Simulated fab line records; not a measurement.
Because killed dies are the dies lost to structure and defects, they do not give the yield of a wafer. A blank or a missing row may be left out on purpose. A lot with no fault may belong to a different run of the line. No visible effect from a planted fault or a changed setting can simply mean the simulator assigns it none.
Check for tools in common :: flow sky130 :: Sample size 12 lots and 36 wafers

REASON IT WAS OPENED
Flagged at SKY_CONTACT_CD_MEAS_14: reading cdNm, on 2 of 12 lots. No-fault wafers: 170.0 nm, standard deviation 1.4.
Rule: flag the lot when none of its wafers has a number, or when each of its wafers that has one lies beyond 4 standard deviations from that mean. The rest of the lots are taken to be sound.

lot: L192
measured: day 30 22:21
on: cdSem-02
cdNm (nm), wafer by wafer: 168.9 169.6 169.7
flag: 

lot: L194
measured: day 31 17:25
on: cdSem-02
cdNm (nm), wafer by wafer: 168.4 167.1 166.9
flag: 

lot: L196
measured: day 33 08:34
on: cdSem-02
cdNm (nm), wafer by wafer: 168.5 168.4 169.2
flag: 

lot: L198
measured: day 33 10:17
on: cdSem-02
cdNm (nm), wafer by wafer: 169.3 170.2 170.1
flag: 

lot: L199
measured: day 33 16:35
on: cdSem-02
cdNm (nm), wafer by wafer: 169.4 169.9 171.2
flag: 

lot: L203
measured: day 35 02:59
on: cdSem-01
cdNm (nm), wafer by wafer: 172.7 171.7 171.6
flag: 

lot: L202
measured: day 35 03:19
on: cdSem-02
cdNm (nm), wafer by wafer: 172.3 171.4 171.6
flag: 

lot: L205
measured: day 35 16:53
on: cdSem-01
cdNm (nm), wafer by wafer: 171.3 168.5 170.1
flag: 

lot: L206
measured: day 35 21:37
on: cdSem-02
cdNm (nm), wafer by wafer: 170.3 170.2 171.3
flag: 

lot: L211
measured: day 37 12:56
on: cdSem-01
cdNm (nm), wafer by wafer: 180.9 181.0 182.1
flag: FLAGGED

lot: L212
measured: day 37 22:14
on: cdSem-02
cdNm (nm), wafer by wafer: 182.8 181.8 179.9
flag: FLAGGED

lot: L214
measured: day 38 08:43
on: cdSem-02
cdNm (nm), wafer by wafer: 169.4 170.2 169.6
flag: 
The numbers of the flagged lots are 181.4 nm on average: +11.4 nm against the usual, or +8 standard deviations.

WHICH TOOL RAN EACH LOT
The record holds 2 process steps before the reading, out of a route of 708 steps. Cell contents, in order: the tool; ch with the chambers the sampled wafers went through; the start.
lot: L192
flag: 
SKY_CONTACT_CVD_00: pecvd-02 ch 1,2, day 29 18:08
SKY_CONTACT_SOFTBAKE_10: lithoTrack-03 ch 0, day 30 08:00

lot: L194
flag: 
SKY_CONTACT_CVD_00: pecvd-03 ch 1,2, day 30 14:27
SKY_CONTACT_SOFTBAKE_10: lithoTrack-02 ch 0, day 31 05:00

lot: L196
flag: 
SKY_CONTACT_CVD_00: pecvd-02 ch 0,1,2, day 32 05:56
SKY_CONTACT_SOFTBAKE_10: lithoTrack-04 ch 0, day 32 19:00

lot: L198
flag: 
SKY_CONTACT_CVD_00: pecvd-01 ch 0,2, day 32 07:47
SKY_CONTACT_SOFTBAKE_10: lithoTrack-03 ch 0, day 32 20:00

lot: L199
flag: 
SKY_CONTACT_CVD_00: pecvd-01 ch 0,1, day 32 13:44
SKY_CONTACT_SOFTBAKE_10: lithoTrack-03 ch 0, day 33 03:00

lot: L203
flag: 
SKY_CONTACT_CVD_00: pecvd-01 ch 0,2, day 33 23:50
SKY_CONTACT_SOFTBAKE_10: lithoTrack-04 ch 0, day 34 14:00

lot: L202
flag: 
SKY_CONTACT_CVD_00: pecvd-02 ch 0,1,2, day 34 00:32
SKY_CONTACT_SOFTBAKE_10: lithoTrack-03 ch 0, day 34 14:00

lot: L205
flag: 
SKY_CONTACT_CVD_00: pecvd-02 ch 1,2, day 34 12:32
SKY_CONTACT_SOFTBAKE_10: lithoTrack-02 ch 0, day 35 02:00

lot: L206
flag: 
SKY_CONTACT_CVD_00: pecvd-03 ch 0,2, day 34 17:32
SKY_CONTACT_SOFTBAKE_10: lithoTrack-04 ch 0, day 35 07:00

lot: L211
flag: FLAGGED
SKY_CONTACT_CVD_00: pecvd-02 ch 0,1, day 36 08:43
SKY_CONTACT_SOFTBAKE_10: lithoTrack-04 ch 0, day 36 23:00

lot: L212
flag: FLAGGED
SKY_CONTACT_CVD_00: pecvd-03 ch 0,1, day 36 18:13
SKY_CONTACT_SOFTBAKE_10: lithoTrack-04 ch 0, day 37 08:00

lot: L214
flag: 
SKY_CONTACT_CVD_00: pecvd-02 ch 0,1,2, day 37 05:16
SKY_CONTACT_SOFTBAKE_10: lithoTrack-02 ch 0, day 37 19:00
These steps, and what they do:
- SKY_CONTACT_CVD_00: deposits Si3N4, target thk 75 nm.
- SKY_CONTACT_SOFTBAKE_10: time 88.51 s.
- SKY_CONTACT_CD_MEAS_14: target cd 170 nm.

FLAGGED OVER TOTAL, TOOL BY TOOL (the gauges that took the reading come last)
step: SKY_CONTACT_CVD_00
tool: pecvd-01
lots run: 3
flagged: 0
share of the flagged lots: none
sound lots run after its first flagged lot: -

step: SKY_CONTACT_CVD_00
tool: pecvd-02
lots run: 6
flagged: 1
share of the flagged lots: some
sound lots run after its first flagged lot: 1 (L214)

step: SKY_CONTACT_CVD_00
tool: pecvd-03
lots run: 3
flagged: 1
share of the flagged lots: some
sound lots run after its first flagged lot: 0

step: SKY_CONTACT_SOFTBAKE_10
tool: lithoTrack-02
lots run: 3
flagged: 0
share of the flagged lots: none
sound lots run after its first flagged lot: -

step: SKY_CONTACT_SOFTBAKE_10
tool: lithoTrack-03
lots run: 4
flagged: 0
share of the flagged lots: none
sound lots run after its first flagged lot: -

step: SKY_CONTACT_SOFTBAKE_10
tool: lithoTrack-04
lots run: 5
flagged: 2
share of the flagged lots: all
sound lots run after its first flagged lot: 0

step: SKY_CONTACT_CD_MEAS_14
tool: cdSem-01
lots run: 3
flagged: 1
share of the flagged lots: some
sound lots run after its first flagged lot: 0

step: SKY_CONTACT_CD_MEAS_14
tool: cdSem-02
lots run: 9
flagged: 1
share of the flagged lots: some
sound lots run after its first flagged lot: 1 (L214)

THE TABLE: WHAT IT ALLOWS
Rows of the table that ran each flagged lot: 1, that is lithoTrack-04 at SKY_CONTACT_SOFTBAKE_10.
- lithoTrack-04 at SKY_CONTACT_SOFTBAKE_10: 2 of its 5 lots flagged. Its last sound lot is L206 (day 35 07:00), its first flagged lot L211 (day 36 23:00): a fault that began between those two fits. Its own readings lie more than 4 standard deviations out on every wafer of the flagged lots: heaterPowerTotalW, plateTempC.
Just one tool remains: lithoTrack-04 at SKY_CONTACT_SOFTBAKE_10.

WHAT THE SIMULATOR HAD PUT IN
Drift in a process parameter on lithoTrack-04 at SKY_CONTACT_SOFTBAKE_10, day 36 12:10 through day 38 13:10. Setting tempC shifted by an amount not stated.
Lots struck among those shown: L211, L212. The rule given above showed the same thing.
